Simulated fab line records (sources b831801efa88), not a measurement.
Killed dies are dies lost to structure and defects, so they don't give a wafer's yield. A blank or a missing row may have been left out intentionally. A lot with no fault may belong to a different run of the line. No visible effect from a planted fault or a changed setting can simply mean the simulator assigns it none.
Problem report in the 8D (eight disciplines) form, filled by code	flow gf180mcu	the parts of the form that need people (team, actions taken, sign-off) are left out

== 1. WHAT IS WRONG ==
PASSIVATION_CVD_00_THK at GF_PASSIVATION_THK_MEAS_01 reads a mean of 868 nm on 2 wafers of 2 lots; wafers without a fault read 999 nm with a standard deviation of 12. Relative to the usual mean, that is a shift of -11 standard deviations.
First observed at day 33 01:18: wafer L161.4, on film_metro-02. Wafers with a number at this step in the record: 38, from 14 lots. Rule for "out", or "out of limits": more than 4 standard deviations from the usual mean. All remaining wafers that have a number are taken as sound.

== 2. WHAT IT IS, WHAT IT ISN'T ==
question	is	is not
which readings at this step	PASSIVATION_CVD_00_THK	-
which lots	L161, L167	L145, L146, L147, L149, L151, L152, L153, L155, L156, L157, L158, L165
which wafers of those lots	L161.4, L167.4	L161.1, L167.2
read on which gauges	film_metro-02, film_metro-04	film_metro-03
when	from day 33 01:18	up to then (34 sound wafers); but 2 sound wafers of L165, L167 came after

== 3. SUSPECTS, AND WHAT RULES EACH OUT ==
Counting: if a tool at a process step up to the reading ran every lot that is out, it stays a suspect. Sound lots after the first of them don't rule it out here, since some wafers of a struck lot are sound.
- ruled out: the gauge at GF_PASSIVATION_THK_MEAS_01. Those wafers that are out were read across 2 gauges (film_metro-02, film_metro-04).
- pecvd-01 at GF_PASSIVATION_CVD_00 (deposits SiO2 from TEOS, target thk 1000 nm, time 111.95 s): kept. Ran every lot that is out, first one L161 (day 33 01:13); last sound lot up to then L158 (day 32 12:22). Its own run_length_s readings are out on those wafers.
After counting, what remains is pecvd-01 at GF_PASSIVATION_CVD_00.

== 4. THE CAUSE (what the simulator had put in) ==
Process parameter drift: pecvd-01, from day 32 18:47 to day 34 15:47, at GF_PASSIVATION_CVD_00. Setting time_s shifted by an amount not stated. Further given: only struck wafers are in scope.
The count eliminated every tool but this one.

== 5. THE CHAIN OF EFFECTS, in route order ==
One row per reading whose mean, taken over the struck wafers that have a number, lies over 3 standard deviations from the usual. Only readings whose record carries a usual standard deviation are examined. hours: median over the lots of the time between each lot's start at the first step of this table that gives one and its start at this step. sigmas: the change, counted in usual standard deviations.
hours	step	reading	usual	on struck wafers	change	sigmas
0	GF_PASSIVATION_CVD_00	run_length_s	139.5 s	124.2	-15.3	-22
0	GF_PASSIVATION_THK_MEAS_01	PASSIVATION_CVD_00_THK	999 nm	868	-132	-11
Here are the process steps it includes:
- GF_PASSIVATION_CVD_00: deposits SiO2 from TEOS, target thk 1000 nm, time 111.95 s.
Later steps that measure or inspect, where all struck wafers having a row at the step show a number for every such reading and not one has moved that far: GF_PASSIVATION_BOW_MEAS_14.

== 6. WHAT WOULD HAVE CAUGHT IT SOONER ==
Counted from the fault's start at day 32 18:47, it took 7 hours until the first out-of-limits reading at a measuring or inspecting step in this record, taken at day 33 01:18.
The tool's own readings at GF_PASSIVATION_CVD_00 were out on every struck wafer that the step has a row for (run_length_s): an alarm limit on them would have fired on the first of those.
Lots out: 2; of these, L167 started GF_PASSIVATION_CVD_00 on pecvd-01 after day 33 01:18. It would have been spared by a hold on the tool at that moment.
